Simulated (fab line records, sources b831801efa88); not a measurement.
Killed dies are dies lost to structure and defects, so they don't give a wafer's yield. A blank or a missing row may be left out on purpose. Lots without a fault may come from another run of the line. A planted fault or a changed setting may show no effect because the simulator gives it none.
Which tool did it? | flow sky130 | 24 lots, 72 wafers sampled, at 5 steps of a route of 708

WHAT THE GAUGES READ, wafer by wafer
SKY_POLY_CUT_CD_MEAS_08: target cd 270 nm.
lot  | measured     | on        | cd_nm (nm)
L074 | day 24 06:26 | cd_sem-02 | 272.3 271.9 272.0
L075 | day 24 18:05 | cd_sem-01 | 269.4 268.6 269.0
L076 | day 25 04:11 | cd_sem-02 | 271.1 270.4 270.2
L077 | day 25 12:01 | cd_sem-01 | 268.9 270.1 269.6
L078 | day 26 01:44 | cd_sem-01 | 272.8 272.5 271.9
L079 | day 26 06:29 | cd_sem-02 | 268.6 270.7 270.0
L080 | day 26 15:36 | cd_sem-01 | 272.2 271.9 270.3
L081 | day 26 17:17 | cd_sem-01 | 269.2 268.7 268.6
L082 | day 28 02:40 | cd_sem-01 | 268.0 268.7 268.7
L083 | day 28 03:22 | cd_sem-01 | 270.4 268.5 267.3
L084 | day 28 03:43 | cd_sem-02 | 268.2 267.3 267.6
L085 | day 28 10:19 | cd_sem-02 | 267.3 268.7 268.9
L086 | day 28 17:37 | cd_sem-01 | 272.7 271.9 270.9
L087 | day 29 13:35 | cd_sem-02 | 268.9 269.8 270.7
L088 | day 29 15:59 | cd_sem-02 | 269.9 270.7 269.7
L090 | day 30 01:18 | cd_sem-01 | 268.7 267.6 270.0
L089 | day 30 02:38 | cd_sem-02 | 272.5 273.0 272.2
L091 | day 30 07:59 | cd_sem-01 | 266.7 265.9 267.1
L092 | day 30 17:23 | cd_sem-01 | 269.0 268.5 270.8
L093 | day 30 23:23 | cd_sem-01 | 269.8 270.5 269.3
L094 | day 31 06:25 | cd_sem-02 | 269.7 269.2 270.6
L095 | day 31 17:47 | cd_sem-01 | 269.1 268.0 267.8
L096 | day 32 00:09 | cd_sem-02 | 271.7 271.1 271.7
L097 | day 32 01:25 | cd_sem-02 | 271.3 269.8 269.7

SKY_LI_CONTACT_THK_MEAS_01.
lot  | measured     | on            | LI_CONTACT_HDPCVD_THK (nm)
L074 | day 27 23:33 | film_metro-03 | 913 924 911
L075 | day 28 10:23 | film_metro-03 | 920 896 928
L076 | day 28 20:29 | film_metro-04 | 917 924 921
L077 | day 29 04:12 | film_metro-01 | 913 947 938
L078 | day 29 16:47 | film_metro-03 | 918 909 911
L079 | day 30 00:04 | film_metro-04 | 899 922 920
L080 | day 30 06:40 | film_metro-04 | 909 917 910
L081 | day 30 08:58 | film_metro-01 | 928 945 926
L082 | day 31 17:16 | film_metro-01 | 942 923 930
L083 | day 31 18:07 | film_metro-01 | 907 923 944
L084 | day 31 18:22 | film_metro-01 | 948 940 916
L085 | day 31 23:08 | film_metro-03 | 936 910 949
L086 | day 32 07:26 | film_metro-03 | 921 924 912
L087 | day 33 02:10 | film_metro-04 | 907 941 928
L088 | day 33 03:32 | film_metro-03 | 924 932 908
L090 | day 33 13:30 | film_metro-03 | 901 909 941
L089 | day 33 14:49 | film_metro-01 | 939 915 923
L091 | day 33 18:04 | film_metro-01 | 936 954 936
L092 | day 34 04:06 | film_metro-01 | 945 932 933
L093 | day 34 10:10 | film_metro-03 | 928 942 954
L094 | day 34 16:29 | film_metro-04 | 916 937 903
L095 | day 35 03:39 | film_metro-01 | 929 942 939
L096 | day 35 10:19 | film_metro-04 | 930 941 903
L097 | day 35 11:50 | film_metro-04 | 924 905 911

SKY_LI_CONTACT_RS_MEAS_22: measures by four-point-probe.
lot  | measured     | on            | LI_CONTACT_W_RS (ohm/sq)
L074 | day 29 05:46 | film_metro-04 | 0.282 0.281 0.279
L075 | day 29 16:42 | film_metro-04 | 0.281 0.288 0.284
L076 | day 30 01:46 | film_metro-04 | 0.274 0.288 0.276
L077 | day 30 09:47 | film_metro-04 | 0.291 0.280 0.277
L078 | day 30 21:28 | film_metro-01 | 0.288 0.279 0.289
L079 | day 31 11:43 | film_metro-03 | 0.283 0.283 0.284
L080 | day 31 11:51 | film_metro-01 | 0.280 0.287 0.280
L081 | day 31 13:17 | film_metro-03 | 0.281 0.285 0.284
L082 | day 32 21:46 | film_metro-01 | 0.282 0.282 0.284
L083 | day 32 22:25 | film_metro-01 | 0.277 0.291 0.287
L084 | day 32 23:10 | film_metro-03 | 0.287 0.288 0.286
L085 | day 33 03:43 | film_metro-01 | 0.282 0.286 0.285
L086 | day 33 12:07 | film_metro-04 | 0.274 0.275 0.272
L087 | day 34 06:19 | film_metro-01 | 0.283 0.283 0.279
L088 | day 34 07:10 | film_metro-03 | 0.290 0.290 0.280
L090 | day 34 17:08 | film_metro-04 | 0.281 0.284 0.276
L089 | day 34 19:04 | film_metro-01 | 0.284 0.282 0.284
L091 | day 34 21:46 | film_metro-01 | 0.284 0.282 0.280
L092 | day 35 08:10 | film_metro-03 | 0.279 0.287 0.282
L093 | day 35 14:26 | film_metro-03 | 0.275 0.283 0.274
L094 | day 35 20:15 | film_metro-03 | 0.278 0.283 0.281
L095 | day 36 07:50 | film_metro-04 | 0.290 0.290 0.286
L096 | day 36 14:35 | film_metro-04 | 0.281 0.280 0.281
L097 | day 36 15:28 | film_metro-04 | 0.279 0.284 0.283

SKY_METAL3_OVL_MEAS_14.
lot  | measured     | on         | METAL3_OVL (nm)
L074 | day 38 16:00 | overlay-02 | 2 9 3
L075 | day 39 02:26 | overlay-02 | 5 -5 3
L076 | day 39 09:33 | overlay-02 | 5 6 3
L077 | day 39 17:44 | overlay-02 | -2 1 4
L078 | day 40 03:31 | overlay-02 | 10 8 8
L079 | day 40 14:56 | overlay-02 | 8 6 8
L080 | day 40 15:53 | overlay-02 | 1 0 1
L081 | day 40 16:51 | overlay-02 | -6 0 -4
L082 | day 41 22:03 | overlay-02 | -2 -3 0
L083 | day 41 23:12 | overlay-02 | 1 9 -5
L084 | day 42 00:09 | overlay-01 | 10 10 7
L085 | day 42 04:50 | overlay-02 | -3 0 -1
L086 | day 42 11:59 | overlay-01 | -4 -3 5
L087 | day 43 04:57 | overlay-01 | 0 1 -3
L088 | day 43 05:48 | overlay-01 | 0 6 3
L090 | day 43 14:10 | overlay-01 | 6 1 -4
L089 | day 43 15:28 | overlay-01 | -7 -6 3
L091 | day 43 16:53 | overlay-02 | -1 6 10
L092 | day 44 00:12 | overlay-02 | 3 10 4
L093 | day 44 07:55 | overlay-02 | 9 5 2
L094 | day 44 14:15 | overlay-02 | -2 2 2
L095 | day 45 00:13 | overlay-02 | -7 7 -4
L096 | day 45 02:53 | overlay-02 | 12 14 14
L097 | day 45 03:50 | overlay-02 | 9 6 10

WHICH TOOL RAN EACH LOT (tool, then ch and the chambers of the sampled wafers, then the start)
lot  | SKY_METAL1_SPUTTER_04
L074 | pvd_sputter-03, day 31 17:10
L075 | pvd_sputter-01, day 32 03:30
L076 | pvd_sputter-03, day 32 12:41
L077 | pvd_sputter-02, day 32 19:31
L078 | pvd_sputter-03, day 33 07:07
L079 | pvd_sputter-03, day 33 21:28
L080 | pvd_sputter-02, day 33 21:49
L081 | pvd_sputter-01, day 33 22:28
L082 | pvd_sputter-02, day 35 07:17
L083 | pvd_sputter-01, day 35 08:46
L084 | pvd_sputter-02, day 35 09:07
L085 | pvd_sputter-02, day 35 13:28
L086 | pvd_sputter-01, day 35 20:46
L087 | pvd_sputter-02, day 36 16:13
L088 | pvd_sputter-03, day 36 16:25
L090 | pvd_sputter-01, day 37 02:04
L089 | pvd_sputter-01, day 37 03:47
L091 | pvd_sputter-02, day 37 06:05
L092 | pvd_sputter-02, day 37 15:46
L093 | pvd_sputter-03, day 37 23:40
L094 | pvd_sputter-03, day 38 04:11
L095 | pvd_sputter-03, day 38 16:04
L096 | pvd_sputter-01, day 38 21:07
L097 | pvd_sputter-02, day 38 22:58
- SKY_METAL1_SPUTTER_04: material TiN, target thk 70 nm, time 58.3 s.

WHAT THE TOOLS THEMSELVES READ (means of the sampled wafers that have a number; where no wafer has one, the mark that the record gives instead)
SKY_METAL1_SPUTTER_04.
lot  | tool           | cathode_dc_power_W (W) | throttle_valve_pct (%)
L074 | pvd_sputter-03 | 6500.5                 | 29.9
L075 | pvd_sputter-01 | 6500.0                 | 30.1
L076 | pvd_sputter-03 | 6500.5                 | 29.9
L077 | pvd_sputter-02 | 6500.3                 | 30.0
L078 | pvd_sputter-03 | 6500.2                 | 30.1
L079 | pvd_sputter-03 | 6500.4                 | 29.7
L080 | pvd_sputter-02 | 6499.9                 | 29.7
L081 | pvd_sputter-01 | 6500.5                 | 29.9
L082 | pvd_sputter-02 | 6501.1                 | 30.0
L083 | pvd_sputter-01 | 6501.3                 | 29.5
L084 | pvd_sputter-02 | 6499.8                 | 30.1
L085 | pvd_sputter-02 | 6498.4                 | 29.9
L086 | pvd_sputter-01 | 6498.7                 | 29.8
L087 | pvd_sputter-02 | 6500.2                 | 30.2
L088 | pvd_sputter-03 | 6501.2                 | 30.6
L090 | pvd_sputter-01 | 6500.0                 | 30.4
L089 | pvd_sputter-01 | 6500.6                 | 29.9
L091 | pvd_sputter-02 | 6499.9                 | 29.9
L092 | pvd_sputter-02 | 6501.3                 | 30.2
L093 | pvd_sputter-03 | 6500.3                 | 30.2
L094 | pvd_sputter-03 | 6500.7                 | 30.5
L095 | pvd_sputter-03 | 6500.6                 | 29.6
L096 | pvd_sputter-01 | 6500.4                 | 29.3
L097 | pvd_sputter-02 | 6500.9                 | 29.5

THE ANSWER, worked out from the rows above alone
Rule: what is usual is taken from the lots themselves. Put in order of their means at a reading, lots are off if they are a third of the lots or fewer, leave a main group of 4 or more, and stand apart from it by a gap of 3 or more times the standard deviation of the main group's means; of several such gaps the widest counts. A main group whose means are all the same, to the digits that the tables above print for the reading, isn't used. A lot without any number at a reading at which 4 lots or more have one is off too. The other lots that the step has rows for count as sound. The gauges are gone through in route order, then the tools' own readings, and for those a lot's mean is taken as printed above. The first step at which some lot is off is used, and at that step the reading that is off furthest; a lot without a number counts as furthest.
No lot is off at any reading shown: from this, nothing can be told.

WHAT THE SIMULATOR HAD PUT IN
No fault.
